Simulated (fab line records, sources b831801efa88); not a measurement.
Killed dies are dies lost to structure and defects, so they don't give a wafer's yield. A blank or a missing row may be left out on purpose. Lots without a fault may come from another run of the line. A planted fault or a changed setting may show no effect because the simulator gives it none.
A struck lot beside a sound one | flow gf180mcu | 14 steps out of a route of 602
Sound: wafers L193.3, L193.5, L193.6. Struck: wafers L206.2, L206.3, L206.6. The cause comes at the end.
At each step with rows: each side's tool, then ch and its chambers, then its first start. Under that, the readings that differ: sound wafers | struck wafers | difference of the means | sigmas: that difference in standard deviations of wafers without a fault.
alike: readings whose means differ by less than 2 such deviations, and words and numbers that are the same on both sides. not compared: withheld readings, readings that some wafer has no value for, bounds like >300 that may hide the same value, and numbers for which the record gives no deviation and whose values overlap.
The two part at a step that has a row with sigmas, a row that says differs or no value, or rows on one side only. Numbers that don't overlap but have no deviation are shown without sigmas and don't part them. A reading that every wafer of one side lacks parts them only if that side has two wafers or more.

first, 2 steps without rows for these wafers: GF_VT_IMPLANT_PEB_38; GF_VT_IMPLANT_DEVELOP_39 (develop time 60 s).
GF_VT_IMPLANT_OVL_MEAS_40:
  sound on overlay-01, day 7 19:22; struck on overlay-01, day 11 04:15
  alike: VT_IMPLANT_03_OVL
then, 1 step without rows for these wafers: GF_VT_IMPLANT_IMPLANT_41.
GF_VT_IMPLANT_STRIP_42: strips in O2/N2.
  sound on plasma_asher-03 ch 0,1, day 7 19:34; struck on plasma_asher-03 ch 0,1, day 11 04:26
  alike: drypump_motor_current_A, heater_power_w, oes_product_au, strip_time_to_endpoint_s
  not compared: rf_hours_counter_h
GF_VT_IMPLANT_TW_MEAS_43:
  sound on film_metro-01, day 7 19:40; struck on film_metro-01, day 11 04:32
  alike: VT_IMPLANT_4_TW
then, 1 step without rows for these wafers: GF_VT_IMPLANT_CLEAN_44 (cleans in SC1/SC2, time 150 s).
GF_VT_IMPLANT_RTA_45: time 30 s.
  sound on rtp_anneal-02 ch 0, day 7 19:47; struck on rtp_anneal-01 ch 0, day 11 04:40
  reading            | sound                | struck               | difference | sigmas
  lamp_power_pct (%) | 26.3 26.4 26.3       | 29.4 29.4 29.4       | +3.1       | +2
  wafer_temp_C_max   | 1060.9 1056.4 1055.8 | 1053.8 1054.5 1055.5 | -3.1       | -2
GF_VT_IMPLANT_RS_MEAS_46: measures by four-point-probe.
  sound on film_metro-01, day 7 19:53; struck on film_metro-02, day 11 04:46
  reading          | sound             | struck            | difference | sigmas
  MVSD_RS (ohm/sq) | 455.2 456.8 455.7 | 459.6 459.9 458.4 | +3.4       | +3
GF_VT_IMPLANT_RS_MEAS_47: measures by four-point-probe.
  sound on film_metro-01, day 7 20:01; struck on film_metro-02, day 11 04:53
  alike: NWELL_RS
GF_VT_IMPLANT_RS_MEAS_48: measures by four-point-probe.
  sound on film_metro-01, day 7 20:08; struck on film_metro-02, day 11 05:00
  alike: LVPWELL_RS
GF_VT_IMPLANT_RS_MEAS_49: measures by four-point-probe.
  sound on film_metro-01, day 7 20:15; struck on film_metro-02, day 11 05:07
  alike: MVPSD_RS
GF_VT_IMPLANT_WET_ETCH_50: etches SiO2 in dHF, target depth 20 nm, time 400 s.
  sound on wet_bench-02 ch 1, day 7 20:20; struck on wet_bench-02 ch 1, day 11 05:13
  no value came back on the struck wafers for bath_heat_duty_pct (%), run_length_s (s), time_s (s); on the sound wafers bath_heat_duty_pct (%) reads 6.2 4.8 7.5
  reading                                    | sound             | struck            | difference | sigmas
  model.SiO2_of_STI_CVD_23.thk_nm (nm)       | 383.5 382.4 381.9 | 402.4 404.1 403.6 | +20.8      |
  model.SiO2_of_STI_OXIDATION_29.thk_nm (nm) | 0 0 0             | 9.393 9.453 9.326 | +9.391     |
-- the record jumps here: 22 days lie between the struck wafers' starts before and after (it left off in module VT_IMPLANT and takes up again in module PASSIVATION, whose first step shown is number 602 of the route) --
GF_PASSIVATION_PROBE_99:
  the record has rows for the struck wafers here (prober-01, day 32 20:21) and none for the sound ones

WHERE THEY PART
First at GF_VT_IMPLANT_RTA_45; last, within this record, at GF_PASSIVATION_PROBE_99.

WHY: what the simulator had put in
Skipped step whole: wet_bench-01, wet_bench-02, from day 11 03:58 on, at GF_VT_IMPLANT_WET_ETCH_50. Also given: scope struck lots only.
